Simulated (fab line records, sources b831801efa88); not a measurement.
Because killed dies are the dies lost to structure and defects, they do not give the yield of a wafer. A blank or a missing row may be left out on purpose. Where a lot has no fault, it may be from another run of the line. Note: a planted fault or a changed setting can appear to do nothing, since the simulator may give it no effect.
A struck lot beside a sound one || flow sky130 || 16 steps out of a route of 708
Sound: the wafers L183.1, L183.2, L183.5. Wafers struck: L192.1, L192.4, L192.5. The cause is named last.
Order at every step that has rows: each side's tool, ch and its chambers, its first start. Under that, the readings that differ: sound wafers || struck wafers || difference of the means || sigmas: that difference in standard deviations of wafers without a fault.
alike: a reading whose means differ by less than 2 such deviations, as well as words and numbers matching on both sides. not compared: withheld readings; readings where some wafer has no value; bounds like >300 that might hide an equal value; numbers whose values overlap and for which the record gives no deviation.
A row with sigmas, a row that says differs or no value, or rows on one side alone: a step with any of these is where the two part. Numbers that don't overlap but have no deviation are shown without sigmas and don't part them. A reading missing from all wafers of one side parts the sides only when that side holds two or more wafers.

first, 3 steps without rows for these wafers: SKY_METAL1_EXPOSE_12 (exposes mask MM1, target cd 140 nm); SKY_METAL1_PEB_13; SKY_METAL1_DEVELOP_14 (develop time 60 s).
SKY_METAL1_CD_MEAS_15: the cd target is 140 nm.
  sound on cdSem-02 at day 35 03:49; struck on cdSem-01 at day 38 00:59
  alike: cdNm
SKY_METAL1_OVL_MEAS_16:
  sound on overlay-01 at day 35 03:56; struck on overlay-02 at day 38 01:06
  alike: METAL1_OVL
SKY_METAL1_DESCUM_17: chemistry O2, time 8 s.
  sound on rieMetal-04 ch 0,1, day 35 03:58; struck on rieMetal-03 ch 0,1, day 38 01:08
  alike: drypumpMotorCurrentA, oesProductAu
  not compared: rfHoursCounterH
SKY_METAL1_ETCH_18: etches BARC in N2/H2, stops on SiO2, time 45.9 s, target depth 60 nm.
  sound on rieMetal-04 ch 0,1, day 35 04:00; struck on rieMetal-03 ch 0,1, day 38 01:10
{"reading": "n2FlowSccm (sccm)", "sound": "99.41 99.40 99.83", "struck": "99.90 100.15 100.31", "difference": "+0.57", "sigmas": "+2"}
  alike: biasW, drypumpMotorCurrentA, oesProductAu, throttleValvePct
  not compared: rfHoursCounterH
SKY_METAL1_METAL_ETCH_19: etches the open film in Cl2/BCl3, stops on SiO2, target depth 360 nm, time 78 s.
  sound on rieMetal-04 ch 0,1, day 35 04:04; struck on rieMetal-03 ch 0,1, day 38 01:14
  alike: biasW, drypumpMotorCurrentA, oesProductAu, throttleValvePct
  not compared: rfHoursCounterH
SKY_METAL1_STRIP_20: strips in O2/N2.
  sound on plasmaAsher-03 ch 0,1, day 35 04:09; struck on plasmaAsher-03 ch 1, day 38 01:19
  alike: drypumpMotorCurrentA, n2FlowSccm, oesProductAu, stripTimeToEndpointS
  not compared: rfHoursCounterH
then, 3 steps without rows for these wafers: SKY_METAL1_STRIP_21 (strips in post etch residue remover, time 1200 s); SKY_METAL1_CLEAN_22 (cleans in IPA, time 180 s); SKY_METAL1_CLEAN_23 (cleans in O3/DIW).
SKY_VIA1_HDPCVD_00: deposits SiO2, target thk 1030 nm, time 171.7 s.
  sound on hdpcvd-01 ch 0,2, day 35 04:47; struck on hdpcvd-02 ch 0,1, day 38 01:56
{"reading": "runLengthS (s)", "sound": "199.4 198.4 199.3", "struck": "189.5 189.9 189.4", "difference": -9.4, "sigmas": -22}
{"reading": "model.SiO2_of_VIA1_HDPCVD_00.thkNm (nm)", "sound": "1029 1008 1020", "struck": "963.3 953.6 965.9", "difference": -58.1, "sigmas": ""}
SKY_VIA1_THK_MEAS_01:
  sound on filmMetro-02 at day 35 04:53; struck on filmMetro-04 at day 38 02:03
{"reading": "VIA1_HDPCVD_THK (nm)", "sound": "1029 1008 1020", "struck": "963 953 966", "difference": -58, "sigmas": -6}
SKY_VIA1_CMP_02: polishes SiO2.
  sound on cmp-01 ch 1,3, day 35 05:00; struck on cmp-02 ch 0,1,3, day 38 02:21
  alike: motorCurrentA
-- the record jumps here: 12 days lie between the struck wafers' starts before and after (it left off in module VIA1 and takes up again in module PAD_OPEN, whose first step shown is number 708 of the route) --
SKY_PAD_OPEN_PROBE_99:
  sound on prober-01 at day 47 17:43; struck on prober-02 at day 49 15:56
  alike: defectLimitedYield, killed_at_M0_to_M3, killed_at_M4_up, killedAtContacts, killedAtFrontEnd, killedAtOther, killedDies, killedOnRim, killedOpen, killedShort, sort_bin_3_pad_short, sort_bin_5_function, sort_bin_6_memory, sortNPass, sortYieldPct

== WHERE THEY PART ==
At SKY_METAL1_ETCH_18 first; at SKY_VIA1_THK_MEAS_01 last (within this record only). Later steps at which nothing parts them and some readings are alike: SKY_VIA1_CMP_02, SKY_PAD_OPEN_PROBE_99.

WHY: what the simulator had put in
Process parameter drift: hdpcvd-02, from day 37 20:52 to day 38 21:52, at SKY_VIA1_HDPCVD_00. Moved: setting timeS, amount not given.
